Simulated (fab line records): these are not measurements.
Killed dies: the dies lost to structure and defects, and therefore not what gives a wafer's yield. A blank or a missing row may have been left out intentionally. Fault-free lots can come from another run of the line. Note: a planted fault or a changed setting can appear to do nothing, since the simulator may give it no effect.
Which tool is to blame? || flow sky130 || 12 lots with 36 wafers sampled at 4 steps, on a route of 708 steps

## WHAT EACH GAUGE READ, for each wafer
SKY_LDD_P_OVL_MEAS_08.
{"lot": "L560", "measured": "day 19 08:25", "on": "overlay-01", "LDD_P_OVL (nm)": "-0.5 -1.8 -1.5"}
{"lot": "L561", "measured": "day 19 12:26", "on": "overlay-01", "LDD_P_OVL (nm)": "-1.1 -1.6 -0.6"}
{"lot": "L564", "measured": "day 20 15:55", "on": "overlay-01", "LDD_P_OVL (nm)": "0.0 -0.6 -0.6"}
{"lot": "L568", "measured": "day 22 09:25", "on": "overlay-01", "LDD_P_OVL (nm)": "-1.2 -1.7 -1.1"}
{"lot": "L571", "measured": "day 23 08:01", "on": "overlay-02", "LDD_P_OVL (nm)": "0.7 -0.2 0.9"}
{"lot": "L572", "measured": "day 23 15:16", "on": "overlay-01", "LDD_P_OVL (nm)": "-2.4 -1.2 -2.2"}
{"lot": "L574", "measured": "day 24 12:04", "on": "overlay-02", "LDD_P_OVL (nm)": "-1.2 -1.4 -0.6"}
{"lot": "L577", "measured": "day 25 02:28", "on": "overlay-02", "LDD_P_OVL (nm)": "0.0 -1.8 -1.1"}
{"lot": "L578", "measured": "day 25 17:13", "on": "overlay-01", "LDD_P_OVL (nm)": "-1.0 -1.1 -1.5"}
{"lot": "L580", "measured": "day 26 07:49", "on": "overlay-02", "LDD_P_OVL (nm)": "-0.8 0.4 -1.7"}
{"lot": "L581", "measured": "day 26 19:13", "on": "overlay-02", "LDD_P_OVL (nm)": "-0.6 -0.2 -0.1"}
{"lot": "L582", "measured": "day 27 02:38", "on": "overlay-01", "LDD_P_OVL (nm)": "0.0 0.4 -1.5"}

SKY_LDD_HVN_TW_MEAS_10.
{"lot": "L560", "measured": "day 20 15:23", "on": "filmMetro-01", "LDD_HVN_TW": "1437 1436 1435"}
{"lot": "L561", "measured": "day 20 19:44", "on": "filmMetro-01", "LDD_HVN_TW": "1440 1440 1445"}
{"lot": "L564", "measured": "day 21 23:11", "on": "filmMetro-04", "LDD_HVN_TW": "1414 1419 1405"}
{"lot": "L568", "measured": "day 23 16:58", "on": "filmMetro-01", "LDD_HVN_TW": "1374 1367 1371 1377 1370 1379"}
{"lot": "L571", "measured": "day 24 14:50", "on": "filmMetro-04", "LDD_HVN_TW": "1341 1346 1335 1344 1338 1332"}
{"lot": "L572", "measured": "day 24 22:38", "on": "filmMetro-01", "LDD_HVN_TW": "1440 1440 1442"}
{"lot": "L574", "measured": "day 25 18:29", "on": "filmMetro-02", "LDD_HVN_TW": "1440 1451 1453"}
{"lot": "L577", "measured": "day 26 08:29", "on": "filmMetro-02", "LDD_HVN_TW": "1436 1439 1434"}
{"lot": "L578", "measured": "day 26 23:32", "on": "filmMetro-02", "LDD_HVN_TW": "1436 1435 1436"}
{"lot": "L580", "measured": "day 27 13:44", "on": "filmMetro-01", "LDD_HVN_TW": "1434 1440 1425"}
{"lot": "L581", "measured": "day 28 00:14", "on": "filmMetro-02", "LDD_HVN_TW": "1423 1416 1417"}
{"lot": "L582", "measured": "day 28 07:00", "on": "filmMetro-04", "LDD_HVN_TW": "1407 1413 1418"}

## WHAT TOOL EACH LOT RAN ON (gives the tool, then ch and the chambers of the sampled wafers, and finally the start)
{"lot": "L560", "SKY_SONOS_ONO_STRIP_17": "plasmaAsher-02 ch 0,1, day 12 21:52", "SKY_LDD_HVN_IMPLANT_08": "implanter-01 ch 0, day 20 15:08"}
{"lot": "L561", "SKY_SONOS_ONO_STRIP_17": "plasmaAsher-03 ch 0,1, day 12 23:55", "SKY_LDD_HVN_IMPLANT_08": "implanter-02 ch 0, day 20 19:31"}
{"lot": "L564", "SKY_SONOS_ONO_STRIP_17": "plasmaAsher-03 ch 0,1, day 14 02:46", "SKY_LDD_HVN_IMPLANT_08": "implanter-02 ch 0, day 21 22:56"}
{"lot": "L568", "SKY_SONOS_ONO_STRIP_17": "plasmaAsher-02 ch 1, day 15 16:40", "SKY_LDD_HVN_IMPLANT_08": "implanter-02 ch 0, day 23 16:43"}
{"lot": "L571", "SKY_SONOS_ONO_STRIP_17": "plasmaAsher-02 ch 0,1, day 16 12:55", "SKY_LDD_HVN_IMPLANT_08": "implanter-02 ch 0, day 24 14:37"}
{"lot": "L572", "SKY_SONOS_ONO_STRIP_17": "plasmaAsher-04 ch 0,1, day 16 18:04", "SKY_LDD_HVN_IMPLANT_08": "implanter-01 ch 0, day 24 22:23"}
{"lot": "L574", "SKY_SONOS_ONO_STRIP_17": "plasmaAsher-02 ch 0,1, day 17 15:25", "SKY_LDD_HVN_IMPLANT_08": "implanter-01 ch 0, day 25 18:16"}
{"lot": "L577", "SKY_SONOS_ONO_STRIP_17": "plasmaAsher-03 ch 0,1, day 18 08:34", "SKY_LDD_HVN_IMPLANT_08": "implanter-01 ch 0, day 26 08:14"}
{"lot": "L578", "SKY_SONOS_ONO_STRIP_17": "plasmaAsher-04 ch 0,1, day 18 21:07", "SKY_LDD_HVN_IMPLANT_08": "implanter-03 ch 0, day 26 23:17"}
{"lot": "L580", "SKY_SONOS_ONO_STRIP_17": "plasmaAsher-03 ch 0,1, day 19 13:16", "SKY_LDD_HVN_IMPLANT_08": "implanter-02 ch 0, day 27 13:31"}
{"lot": "L581", "SKY_SONOS_ONO_STRIP_17": "plasmaAsher-02 ch 0,1, day 20 02:25", "SKY_LDD_HVN_IMPLANT_08": "implanter-02 ch 0, day 28 00:01"}
{"lot": "L582", "SKY_SONOS_ONO_STRIP_17": "plasmaAsher-04 ch 0,1, day 20 07:21", "SKY_LDD_HVN_IMPLANT_08": "implanter-02 ch 0, day 28 06:47"}
- SKY_SONOS_ONO_STRIP_17: strips in O2/N2.
- SKY_LDD_HVN_IMPLANT_08

## AS READ BY THE TOOLS THEMSELVES (means over the sampled wafers that have a number; for cases with no such wafer, the mark the record gives instead)
SKY_SONOS_ONO_STRIP_17.
{"lot": "L560", "tool": "plasmaAsher-02", "drypumpMotorCurrentA (A)": 5.1, "oesProductAu (a.u.)": 0.711, "stripTimeToEndpointS (s)": 14.04}
{"lot": "L561", "tool": "plasmaAsher-03", "drypumpMotorCurrentA (A)": 6.1, "oesProductAu (a.u.)": 0.708, "stripTimeToEndpointS (s)": 14.05}
{"lot": "L564", "tool": "plasmaAsher-03", "drypumpMotorCurrentA (A)": 6.1, "oesProductAu (a.u.)": 0.712, "stripTimeToEndpointS (s)": 14.08}
{"lot": "L568", "tool": "plasmaAsher-02", "drypumpMotorCurrentA (A)": 5.1, "oesProductAu (a.u.)": 0.710, "stripTimeToEndpointS (s)": 14.06}
{"lot": "L571", "tool": "plasmaAsher-02", "drypumpMotorCurrentA (A)": 5.2, "oesProductAu (a.u.)": 0.707, "stripTimeToEndpointS (s)": 14.09}
{"lot": "L572", "tool": "plasmaAsher-04", "drypumpMotorCurrentA (A)": 5.2, "oesProductAu (a.u.)": 0.713, "stripTimeToEndpointS (s)": 14.13}
{"lot": "L574", "tool": "plasmaAsher-02", "drypumpMotorCurrentA (A)": 5.2, "oesProductAu (a.u.)": 0.713, "stripTimeToEndpointS (s)": 14.10}
{"lot": "L577", "tool": "plasmaAsher-03", "drypumpMotorCurrentA (A)": 6.1, "oesProductAu (a.u.)": 0.706, "stripTimeToEndpointS (s)": 14.04}
{"lot": "L578", "tool": "plasmaAsher-04", "drypumpMotorCurrentA (A)": 5.7, "oesProductAu (a.u.)": 0.709, "stripTimeToEndpointS (s)": 14.08}
{"lot": "L580", "tool": "plasmaAsher-03", "drypumpMotorCurrentA (A)": 6.0, "oesProductAu (a.u.)": 0.714, "stripTimeToEndpointS (s)": 14.02}
{"lot": "L581", "tool": "plasmaAsher-02", "drypumpMotorCurrentA (A)": 5.2, "oesProductAu (a.u.)": 0.703, "stripTimeToEndpointS (s)": 14.14}
{"lot": "L582", "tool": "plasmaAsher-04", "drypumpMotorCurrentA (A)": 5.7, "oesProductAu (a.u.)": 0.716, "stripTimeToEndpointS (s)": 14.06}

SKY_LDD_HVN_IMPLANT_08.
{"lot": "L560", "tool": "implanter-01", "beamEnergyKeV": 59.992}
{"lot": "L561", "tool": "implanter-02", "beamEnergyKeV": 60.004}
{"lot": "L564", "tool": "implanter-02", "beamEnergyKeV": 59.984}
{"lot": "L568", "tool": "implanter-02", "beamEnergyKeV": 48.920}
{"lot": "L571", "tool": "implanter-02", "beamEnergyKeV": 48.934}
{"lot": "L572", "tool": "implanter-01", "beamEnergyKeV": 60.019}
{"lot": "L574", "tool": "implanter-01", "beamEnergyKeV": 60.009}
{"lot": "L577", "tool": "implanter-01", "beamEnergyKeV": 60.032}
{"lot": "L578", "tool": "implanter-03", "beamEnergyKeV": 60.014}
{"lot": "L580", "tool": "implanter-02", "beamEnergyKeV": 60.009}
{"lot": "L581", "tool": "implanter-02", "beamEnergyKeV": 59.955}
{"lot": "L582", "tool": "implanter-02", "beamEnergyKeV": 59.990}

## THE ANSWER, worked out from the rows above alone
Rule: the lots themselves supply what counts as usual. The widest of any qualifying gaps counts: lots, ordered by their means at a reading, are off when they make up no more than a third of the lots, leave a main group of 4 or more, and stand apart from it by 3 or more times the standard deviation of that group's means. The tables above print the reading to a certain number of digits; a main group whose means all agree to those digits is not used. A lot without any number at a reading at which 4 lots or more have one is off too. The other lots that the step has rows for count as sound. Order of review: gauges by route order, followed by the tools' own readings, for which a lot's mean as printed above is used. The first step at which some lot is off is used, and at that step the reading that is off furthest; a lot without a number counts as furthest.
Off: at SKY_LDD_HVN_TW_MEAS_10 (LDD_HVN_TW), L568, L571. The main group: mean 1432, standard deviation 12.
If a tool, at a process step before that reading, ran all the lots that are off and no sound lot after the first of them, it fits. The gauges at SKY_LDD_HVN_TW_MEAS_10 aren't tried: what is off there is off at SKY_LDD_HVN_IMPLANT_08 too, on other tools, and a gauge's error can't cause that. None of those tried fits.

## WHAT WAS PUT IN BY THE SIMULATOR
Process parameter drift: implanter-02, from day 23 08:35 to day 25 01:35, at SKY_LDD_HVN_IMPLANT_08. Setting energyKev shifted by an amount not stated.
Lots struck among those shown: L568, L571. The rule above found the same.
